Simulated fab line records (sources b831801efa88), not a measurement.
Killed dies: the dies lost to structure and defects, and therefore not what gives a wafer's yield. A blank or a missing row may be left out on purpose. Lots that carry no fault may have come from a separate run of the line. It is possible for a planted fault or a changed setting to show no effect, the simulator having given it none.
2 desks looking at one fault	flow gf180mcu	each desk holds nothing but its own numbers, with what lay behind them at the end

AT THE METROLOGY DESK
Lot by lot, what the gauges showed, no matter which tool ran the lot: averages of those sampled wafers that carry a number. The brackets show how far a lot's mean lies from the usual mean; more than 4 standard deviations puts the lot out of limits, marked OUT.
Columns: A = POLY_GATE_OVL at GF_POLY_GATE_OVL_MEAS_11, usual 1 nm; B = HV_LDD_02_OVL at GF_HV_LDD_OVL_MEAS_32, usual -1.1 nm; C = HV_LDD_RS at GF_HV_LDD_RS_MEAS_53, usual 418.9 ohm/sq; D = HV_LDD_CVD_54_THK at GF_HV_LDD_THK_MEAS_55, usual 10.04 nm
lot	first seen here	A	B	C	D
L677	day 9 13:22	-2	-0.8	418.7	9.94
L678	day 9 17:52	1	-1.2	418.3	10.19
L679	day 10 02:40	-9	-0.9	419.7	10.02
L680	day 10 13:22	9	-1.1	418.9	10.09
L681	day 10 14:37	1	-1.1	418.7	10.14
L689	day 13 01:43	7	-1.3	417.3	10.17
L690	day 13 08:21	10	-1.1	419.5	4.82 (-40) OUT
L691	day 13 16:48	-1	-2.8	418.4	4.78 (-40) OUT
L692	day 13 20:07	3	-2.6	418.4	9.84
L693	day 14 03:04	-1	-2.2	419.1	10.09
L695	day 14 20:55	-2	-0.9	418.0	9.88
L697	day 15 06:58	2	0.2	418.2	10.20
L699	day 15 20:09	1	-0.7	418.8	10.13
Finding of this desk: L690, L691 out of limits, first seen on L690 at day 17 05:49 (HV_LDD_CVD_54_THK at GF_HV_LDD_THK_MEAS_55). Within limits: L677, L678, L679, L680, L681, L689, L692, L693, L695, L697, L699.

AT THE TOOL OWNER'S DESK: lpcvd-02
The tool's own readings at GF_HV_LDD_CVD_54 (deposits SiO2 from TEOS, target thk 10 nm, time 75 s): means of the sampled wafers that have a number, for each lot that ran on this tool. The brackets show how far a lot's mean lies from the usual mean; more than 4 standard deviations puts the lot out of limits, marked OUT.
Columns: A = spike_tc_lower_C at GF_HV_LDD_CVD_54, usual 681.2 C
lot	first seen here	A
L680	day 13 21:05	681.7
L681	day 14 02:44	680.2
L689	day 16 18:40	683.6
L690	day 17 04:16	679.3
L691	day 17 11:54	680.4
Result from this desk: across the 5 lots, nothing is out of limits.

ALL TOGETHER
At day 17 05:49 the metrology desk could have sounded an alarm, on L690, L691.
Nothing out of limits was seen by the tool owner's desk.
Tool owner's desk: L690, L691 on record, inside its limits.
Every lot named ran GF_HV_LDD_CVD_54 on lpcvd-02.

WHAT HAD BEEN PUT IN BY THE SIMULATOR
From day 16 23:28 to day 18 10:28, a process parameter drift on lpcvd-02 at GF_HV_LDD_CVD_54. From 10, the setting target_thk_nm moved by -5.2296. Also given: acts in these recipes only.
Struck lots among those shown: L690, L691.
Hours from the fault's start to each desk's first reading out of limits: the metrology desk, 6.
